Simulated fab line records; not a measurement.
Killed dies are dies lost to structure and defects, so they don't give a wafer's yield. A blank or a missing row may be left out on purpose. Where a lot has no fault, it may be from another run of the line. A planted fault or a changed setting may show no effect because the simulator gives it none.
Which of the tools did it? / flow gf180mcu / 15 lots, 45 wafers sampled, at 5 steps of a route of 602

== WHAT THE GAUGES READ, wafer by wafer ==
GF_VT_IMPLANT_OVL_MEAS_40.
lot=L557; measured=day 7 12:26; on=overlay-01; VT_IMPLANT_03_OVL (nm)=1.6 0.5 -0.9
lot=L559; measured=day 8 01:27; on=overlay-02; VT_IMPLANT_03_OVL (nm)=-1.6 0.2 -0.2
lot=L560; measured=day 8 08:18; on=overlay-02; VT_IMPLANT_03_OVL (nm)=-1.8 -0.4 -0.9
lot=L561; measured=day 8 13:38; on=overlay-01; VT_IMPLANT_03_OVL (nm)=-2.2 -0.1 -1.7
lot=L562; measured=day 8 21:08; on=overlay-02; VT_IMPLANT_03_OVL (nm)=-0.5 -3.2 -0.8
lot=L564; measured=day 9 10:39; on=overlay-01; VT_IMPLANT_03_OVL (nm)=-1.8 -2.0 -2.7
lot=L565; measured=day 9 15:56; on=overlay-01; VT_IMPLANT_03_OVL (nm)=0.8 1.5 0.2
lot=L566; measured=day 10 01:53; on=overlay-01; VT_IMPLANT_03_OVL (nm)=-2.6 -2.7 -2.7
lot=L568; measured=day 10 13:56; on=overlay-01; VT_IMPLANT_03_OVL (nm)=0.2 1.7 -1.5
lot=L569; measured=day 10 20:36; on=overlay-02; VT_IMPLANT_03_OVL (nm)=-1.7 -0.4 -1.3
lot=L570; measured=day 11 01:26; on=overlay-02; VT_IMPLANT_03_OVL (nm)=0.1 -0.8 1.4
lot=L571; measured=day 11 08:51; on=overlay-01; VT_IMPLANT_03_OVL (nm)=0.8 -1.3 0.7
lot=L572; measured=day 11 17:08; on=overlay-01; VT_IMPLANT_03_OVL (nm)=-2.9 -2.5 -2.4
lot=L573; measured=day 11 21:17; on=overlay-01; VT_IMPLANT_03_OVL (nm)=-0.1 -2.4 -1.0
lot=L580; measured=day 13 23:52; on=overlay-02; VT_IMPLANT_03_OVL (nm)=-1.2 -1.4 -2.2

GF_HV_LDD_TW_MEAS_23.
lot=L557; measured=day 11 01:18; on=film-metro-04; HV_LDD_2_TW=1041 1041 1038
lot=L559; measured=day 11 09:20; on=film-metro-04; HV_LDD_2_TW=1035 1042 1041
lot=L560; measured=day 11 19:59; on=film-metro-02; HV_LDD_2_TW=1059 1060 1060
lot=L561; measured=day 12 02:15; on=film-metro-04; HV_LDD_2_TW=1048 1045 1046
lot=L562; measured=day 12 06:18; on=film-metro-02; HV_LDD_2_TW=1056 1045 1052
lot=L564; measured=day 12 22:53; on=film-metro-03; HV_LDD_2_TW=1063 1061 1065
lot=L565; measured=day 13 03:08; on=film-metro-03; HV_LDD_2_TW=1061 1062 1064
lot=L566; measured=day 13 15:18; on=film-metro-04; HV_LDD_2_TW=1044 1048 1050
lot=L568; measured=day 14 08:16; on=film-metro-02; HV_LDD_2_TW=1060 1062 1062
lot=L569; measured=day 14 14:44; on=film-metro-02; HV_LDD_2_TW=1063 1064 1061
lot=L570; measured=day 14 19:15; on=film-metro-04; HV_LDD_2_TW=1049 1043 1038
lot=L571; measured=day 15 02:47; on=film-metro-04; HV_LDD_2_TW=30 30 30
lot=L572; measured=day 15 13:08; on=film-metro-04; HV_LDD_2_TW=30 30 30
lot=L573; measured=day 15 16:39; on=film-metro-03; HV_LDD_2_TW=30 30 30
lot=L580; measured=day 18 11:35; on=film-metro-03; HV_LDD_2_TW=1058 1053 1057

GF_PSD_RS_MEAS_14: uses a four-point probe to measure.
lot=L557; measured=day 14 11:40; on=film-metro-01; NSD_RS (ohm/sq)=46.04 46.17 46.10
lot=L559; measured=day 14 21:53; on=film-metro-04; NSD_RS (ohm/sq)=46.21 46.13 46.18
lot=L560; measured=day 15 09:33; on=film-metro-04; NSD_RS (ohm/sq)=46.10 46.07 46.02
lot=L561; measured=day 15 16:47; on=film-metro-01; NSD_RS (ohm/sq)=46.05 46.11 46.05
lot=L562; measured=day 15 21:21; on=film-metro-03; NSD_RS (ohm/sq)=46.23 46.20 46.26
lot=L564; measured=day 16 15:09; on=film-metro-04; NSD_RS (ohm/sq)=46.07 46.13 46.16
lot=L565; measured=day 16 20:22; on=film-metro-03; NSD_RS (ohm/sq)=46.17 46.13 46.10
lot=L566; measured=day 17 08:26; on=film-metro-03; NSD_RS (ohm/sq)=46.21 46.16 46.29
lot=L568; measured=day 18 04:08; on=film-metro-03; NSD_RS (ohm/sq)=46.18 46.16 46.20
lot=L569; measured=day 18 10:26; on=film-metro-01; NSD_RS (ohm/sq)=46.03 46.11 46.11
lot=L570; measured=day 18 16:13; on=film-metro-01; NSD_RS (ohm/sq)=46.13 46.24 46.11
lot=L580; measured=day 22 15:15; on=film-metro-04; NSD_RS (ohm/sq)=46.19 46.19 46.15

== EACH LOT AND THE TOOL THAT RAN IT (in order: tool; ch and the chambers of the sampled wafers; start) ==
lot=L557; GF_HV_LDD_IMPLANT_21=implanter-01 ch 0, day 11 01:04; GF_PSD_RTA_13=rtp-anneal-01 ch 0, day 14 11:34
lot=L559; GF_HV_LDD_IMPLANT_21=implanter-02 ch 0, day 11 09:05; GF_PSD_RTA_13=rtp-anneal-01 ch 0, day 14 21:49
lot=L560; GF_HV_LDD_IMPLANT_21=implanter-03 ch 0, day 11 19:44; GF_PSD_RTA_13=rtp-anneal-01 ch 0, day 15 09:28
lot=L561; GF_HV_LDD_IMPLANT_21=implanter-01 ch 0, day 12 02:00; GF_PSD_RTA_13=rtp-anneal-01 ch 0, day 15 16:41
lot=L562; GF_HV_LDD_IMPLANT_21=implanter-01 ch 0, day 12 06:04; GF_PSD_RTA_13=rtp-anneal-02 ch 0, day 15 21:16
lot=L564; GF_HV_LDD_IMPLANT_21=implanter-02 ch 0, day 12 22:36; GF_PSD_RTA_13=rtp-anneal-01 ch 0, day 16 15:04
lot=L565; GF_HV_LDD_IMPLANT_21=implanter-02 ch 0, day 13 02:54; GF_PSD_RTA_13=rtp-anneal-01 ch 0, day 16 20:17
lot=L566; GF_HV_LDD_IMPLANT_21=implanter-02 ch 0, day 13 15:03; GF_PSD_RTA_13=rtp-anneal-02 ch 0, day 17 08:21
lot=L568; GF_HV_LDD_IMPLANT_21=implanter-01 ch 0, day 14 08:02; GF_PSD_RTA_13=rtp-anneal-02 ch 0, day 18 04:02
lot=L569; GF_HV_LDD_IMPLANT_21=implanter-01 ch 0, day 14 14:29; GF_PSD_RTA_13=rtp-anneal-01 ch 0, day 18 10:21
lot=L570; GF_HV_LDD_IMPLANT_21=implanter-03 ch 0, day 14 19:01; GF_PSD_RTA_13=rtp-anneal-02 ch 0, day 18 16:07
lot=L571; GF_HV_LDD_IMPLANT_21=implanter-01, day 15 02:32; GF_PSD_RTA_13=-
lot=L572; GF_HV_LDD_IMPLANT_21=implanter-03, day 15 12:53; GF_PSD_RTA_13=-
lot=L573; GF_HV_LDD_IMPLANT_21=implanter-03, day 15 16:25; GF_PSD_RTA_13=-
lot=L580; GF_HV_LDD_IMPLANT_21=implanter-03 ch 0, day 18 11:20; GF_PSD_RTA_13=rtp-anneal-02 ch 0, day 22 15:10
- GF_HV_LDD_IMPLANT_21
- GF_PSD_RTA_13: time 20 s.

== AS READ BY THE TOOLS THEMSELVES (means over the sampled wafers that have a number; for cases with no such wafer, the mark the record gives instead) ==
GF_HV_LDD_IMPLANT_21.
lot=L557; tool=implanter-01; beam-energy-keV=25.001; beam-on-s (s)=10.00
lot=L559; tool=implanter-02; beam-energy-keV=25.004; beam-on-s (s)=9.97
lot=L560; tool=implanter-03; beam-energy-keV=25.001; beam-on-s (s)=10.14
lot=L561; tool=implanter-01; beam-energy-keV=25.006; beam-on-s (s)=9.97
lot=L562; tool=implanter-01; beam-energy-keV=24.997; beam-on-s (s)=10.08
lot=L564; tool=implanter-02; beam-energy-keV=24.992; beam-on-s (s)=10.16
lot=L565; tool=implanter-02; beam-energy-keV=25.005; beam-on-s (s)=10.00
lot=L566; tool=implanter-02; beam-energy-keV=25.011; beam-on-s (s)=9.96
lot=L568; tool=implanter-01; beam-energy-keV=24.999; beam-on-s (s)=9.97
lot=L569; tool=implanter-01; beam-energy-keV=24.999; beam-on-s (s)=10.14
lot=L570; tool=implanter-03; beam-energy-keV=25.002; beam-on-s (s)=10.06
lot=L571; tool=implanter-01; beam-energy-keV=-; beam-on-s (s)=-
lot=L572; tool=implanter-03; beam-energy-keV=-; beam-on-s (s)=-
lot=L573; tool=implanter-03; beam-energy-keV=-; beam-on-s (s)=-
lot=L580; tool=implanter-03; beam-energy-keV=24.999; beam-on-s (s)=10.35

GF_PSD_RTA_13.
lot=L557; tool=rtp-anneal-01; lamp-power-pct (%)=33.4; wafer_temp_C_max=1030.4
lot=L559; tool=rtp-anneal-01; lamp-power-pct (%)=33.4; wafer_temp_C_max=1030.5
lot=L560; tool=rtp-anneal-01; lamp-power-pct (%)=33.4; wafer_temp_C_max=1030.8
lot=L561; tool=rtp-anneal-01; lamp-power-pct (%)=33.4; wafer_temp_C_max=1029.3
lot=L562; tool=rtp-anneal-02; lamp-power-pct (%)=36.6; wafer_temp_C_max=1031.3
lot=L564; tool=rtp-anneal-01; lamp-power-pct (%)=33.4; wafer_temp_C_max=1030.0
lot=L565; tool=rtp-anneal-01; lamp-power-pct (%)=33.4; wafer_temp_C_max=1029.9
lot=L566; tool=rtp-anneal-02; lamp-power-pct (%)=36.6; wafer_temp_C_max=1031.6
lot=L568; tool=rtp-anneal-02; lamp-power-pct (%)=36.6; wafer_temp_C_max=1030.2
lot=L569; tool=rtp-anneal-01; lamp-power-pct (%)=33.4; wafer_temp_C_max=1030.1
lot=L570; tool=rtp-anneal-02; lamp-power-pct (%)=36.6; wafer_temp_C_max=1029.8
lot=L580; tool=rtp-anneal-02; lamp-power-pct (%)=36.5; wafer_temp_C_max=1030.5

== THE ANSWER, worked out from the rows above alone ==
Rule: what is usual is taken from the lots themselves. Put in order of their means at a reading, lots are off if they are a third of the lots or fewer, leave a main group of 4 or more, and stand apart from it by a gap of 3 or more times the standard deviation of the main group's means; of several such gaps the widest counts. If all means in a main group match to the digits the tables above print for the reading, that group is not used. Also off: a lot with no number at a reading for which 4 or more lots have one. All remaining lots with rows at the step are treated as sound. After the gauges, taken in route order, come the tools' own readings; for these a lot's mean is taken, as printed above. At the first step where some lot is off, the reading lying furthest off is the one used; lots without a number count as furthest.
Off: L571, L572, L573, seen at GF_HV_LDD_TW_MEAS_23 (HV_LDD_2_TW). Main group: mean 1053, sd 8.8.
If a tool, at a process step before that reading, ran all the lots that are off and no sound lot after the first of them, it fits. Not tried: the gauges at GF_HV_LDD_TW_MEAS_23; whatever is off there is also off at GF_HV_LDD_IMPLANT_21, on other tools, and gauge error can't account for it. Not one of the candidates tried fits.

== WHAT HAD BEEN PUT IN BY THE SIMULATOR ==
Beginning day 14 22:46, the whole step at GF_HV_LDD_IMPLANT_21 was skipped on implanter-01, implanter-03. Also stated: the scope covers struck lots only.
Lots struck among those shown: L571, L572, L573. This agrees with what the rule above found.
